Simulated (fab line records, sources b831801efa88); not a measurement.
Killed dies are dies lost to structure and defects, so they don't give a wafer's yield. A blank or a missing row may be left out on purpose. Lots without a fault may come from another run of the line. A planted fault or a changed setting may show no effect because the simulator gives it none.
A struck lot beside a sound one | flow sky130 | 43 steps out of a route of 708
Sound: wafers L107.1, L107.4, L107.5. Struck: wafer L120.5. (L120.2, L120.6 of the same lot were not struck and are left out.) The cause comes at the end.
At each step with rows: each side's tool, then ch and its chambers, then its first start. Under that, the readings that differ: sound wafers | struck wafers | difference of the means | sigmas: that difference in standard deviations of wafers without a fault.
alike: readings whose means differ by less than 2 such deviations, and words and numbers that are the same on both sides. not compared: withheld readings, readings that some wafer has no value for, bounds like >300 that may hide the same value, and numbers for which the record gives no deviation and whose values overlap.
The two part at a step that has a row with sigmas, a row that says differs or no value, or rows on one side only. Numbers that don't overlap but have no deviation are shown without sigmas and don't part them. A reading that every wafer of one side lacks parts them only if that side has two wafers or more.

SKY_VT_ADJUST_HVTP_OVL_MEAS_08:
  sound on overlay-01, day 6 14:53; struck on overlay-02, day 9 19:35
  alike: VT_ADJUST_HVTP_OVL
then, 1 step without rows for these wafers: SKY_VT_ADJUST_HVTP_IMPLANT_09.
SKY_VT_ADJUST_HVTP_STRIP_10: strips in O2/N2.
  sound on plasma_asher-02 ch 0,1, day 6 15:04; struck on plasma_asher-03 ch 0, day 9 19:46
  alike: drypump_motor_current_A, n2_flow_sccm, oes_product_au, strip_time_to_endpoint_s
  not compared: rf_hours_counter_h
SKY_VT_ADJUST_HVTP_TW_MEAS_11:
  sound on film_metro-02, day 6 15:10; struck on film_metro-01, day 9 19:52
  alike: VT_ADJUST_HVTP_TW
then, 7 steps without rows for these wafers: SKY_VT_ADJUST_LVTN_DEHYDRATE_00 (time 60 s); SKY_VT_ADJUST_LVTN_HMDS_01 (prime time 60 s); SKY_VT_ADJUST_LVTN_COAT_02 (resist thk 3000 nm); SKY_VT_ADJUST_LVTN_SOFTBAKE_03; SKY_VT_ADJUST_LVTN_EXPOSE_04 (exposes mask NWM COMPLEMENT LESS NATIVE, target cd 840 nm); SKY_VT_ADJUST_LVTN_PEB_05; SKY_VT_ADJUST_LVTN_DEVELOP_06 (develop time 60 s).
SKY_VT_ADJUST_LVTN_OVL_MEAS_07:
  sound on overlay-02, day 7 10:46; struck on overlay-01, day 10 18:39
  alike: VT_ADJUST_LVTN_OVL
SKY_VT_ADJUST_LVTN_IMPLANT_08:
  sound on implanter-03 ch 0, day 7 10:48; struck on implanter-03 ch 0, day 10 18:43
  alike: end_station_pressure_torr
SKY_VT_ADJUST_LVTN_STRIP_09: strips in O2/N2.
  sound on plasma_asher-01 ch 1, day 7 10:57; struck on plasma_asher-01 ch 0, day 10 18:50
  alike: drypump_motor_current_A, n2_flow_sccm, oes_product_au, strip_time_to_endpoint_s
  not compared: rf_hours_counter_h
SKY_VT_ADJUST_LVTN_TW_MEAS_10:
  sound on film_metro-01, day 7 11:03; struck on film_metro-01, day 10 18:56
  alike: VT_ADJUST_LVTN_TW
then, 7 steps without rows for these wafers: SKY_VT_ADJUST_LVTN_DEHYDRATE_11 (time 60 s); SKY_VT_ADJUST_LVTN_HMDS_12 (prime time 60 s); SKY_VT_ADJUST_LVTN_COAT_13 (resist thk 1140 nm); SKY_VT_ADJUST_LVTN_SOFTBAKE_14 (time 60 s); SKY_VT_ADJUST_LVTN_EXPOSE_15 (exposes mask HVN STD DERIVED, target cd 600 nm); SKY_VT_ADJUST_LVTN_PEB_16; SKY_VT_ADJUST_LVTN_DEVELOP_17 (develop time 60 s).
SKY_VT_ADJUST_LVTN_OVL_MEAS_18:
  sound on overlay-01, day 8 07:07; struck on overlay-02, day 11 16:22
  alike: VT_ADJUST_LVTN_01_OVL
then, 1 step without rows for these wafers: SKY_VT_ADJUST_LVTN_IMPLANT_19.
SKY_VT_ADJUST_LVTN_STRIP_20: strips in O2/N2.
  sound on plasma_asher-03 ch 0,1, day 8 07:17; struck on plasma_asher-03 ch 1, day 11 16:33
  reading                      | sound             | struck | difference | sigmas
  strip_time_to_endpoint_s (s) | 14.14 14.14 14.11 | 14.22  | +0.09      | +2
  alike: drypump_motor_current_A, n2_flow_sccm, oes_product_au
  not compared: rf_hours_counter_h
SKY_VT_ADJUST_LVTN_TW_MEAS_21:
  sound on film_metro-01, day 8 07:23; struck on film_metro-03, day 11 16:40
  alike: VT_ADJUST_LVTN_2_TW
then, 7 steps without rows for these wafers: SKY_VT_ADJUST_NCORE_DEHYDRATE_00 (time 60 s); SKY_VT_ADJUST_NCORE_HMDS_01 (prime time 60 s); SKY_VT_ADJUST_NCORE_COAT_02 (resist thk 1140 nm); SKY_VT_ADJUST_NCORE_SOFTBAKE_03 (time 60 s); SKY_VT_ADJUST_NCORE_EXPOSE_04 (exposes mask LVTN COMPLEMENT THIN, target cd 380 nm); SKY_VT_ADJUST_NCORE_PEB_05; SKY_VT_ADJUST_NCORE_DEVELOP_06 (develop time 60 s).
SKY_VT_ADJUST_NCORE_CD_MEAS_07: target cd 380 nm.
  sound on cd_sem-01, day 9 03:53; struck on cd_sem-01, day 12 15:37
  alike: cd_nm
SKY_VT_ADJUST_NCORE_OVL_MEAS_08:
  sound on overlay-01, day 9 04:00; struck on overlay-01, day 12 15:43
  alike: VT_ADJUST_NCORE_OVL
then, 1 step without rows for these wafers: SKY_VT_ADJUST_NCORE_IMPLANT_09.
SKY_VT_ADJUST_NCORE_STRIP_10: strips in O2/N2.
  sound on plasma_asher-01 ch 0,1, day 9 04:11; struck on plasma_asher-01 ch 0, day 12 15:54
  alike: drypump_motor_current_A, n2_flow_sccm, oes_product_au, strip_time_to_endpoint_s
  not compared: rf_hours_counter_h
SKY_VT_ADJUST_NCORE_TW_MEAS_11:
  sound on film_metro-03, day 9 04:17; struck on film_metro-04, day 12 16:03
  reading            | sound             | struck | difference | sigmas
  VT_ADJUST_NCORE_TW | 217.3 215.7 216.6 | 220.3  | +3.8       | +2
then, 4 steps without rows for these wafers: SKY_VT_ADJUST_HVTR_DEHYDRATE_00 (time 60 s); SKY_VT_ADJUST_HVTR_HMDS_01 (prime time 60 s); SKY_VT_ADJUST_HVTR_COAT_02 (resist thk 1140 nm); SKY_VT_ADJUST_HVTR_SOFTBAKE_03 (time 60 s).
-- the record jumps here: 37 days lie between the struck wafers' starts before and after (it left off in module VT_ADJUST_HVTR and takes up again in module PAD_OPEN, whose first step shown is number 708 of the route) --
SKY_PAD_OPEN_PROBE_99:
  sound on prober-01, day 46 16:55; struck on prober-02, day 49 09:36
  alike: killed_at_M0_to_M3, killed_at_M4_up, killed_at_contacts, killed_at_front_end, killed_at_other, killed_dies, killed_open, killed_short
  not compared: model.etest.nfet_01v8.drive_ua_um_range

WHERE THEY PART
First at SKY_VT_ADJUST_LVTN_STRIP_20; last, within this record, at SKY_VT_ADJUST_NCORE_TW_MEAS_11. Later steps at which nothing parts them and some readings are alike: SKY_PAD_OPEN_PROBE_99.

WHY: what the simulator had put in
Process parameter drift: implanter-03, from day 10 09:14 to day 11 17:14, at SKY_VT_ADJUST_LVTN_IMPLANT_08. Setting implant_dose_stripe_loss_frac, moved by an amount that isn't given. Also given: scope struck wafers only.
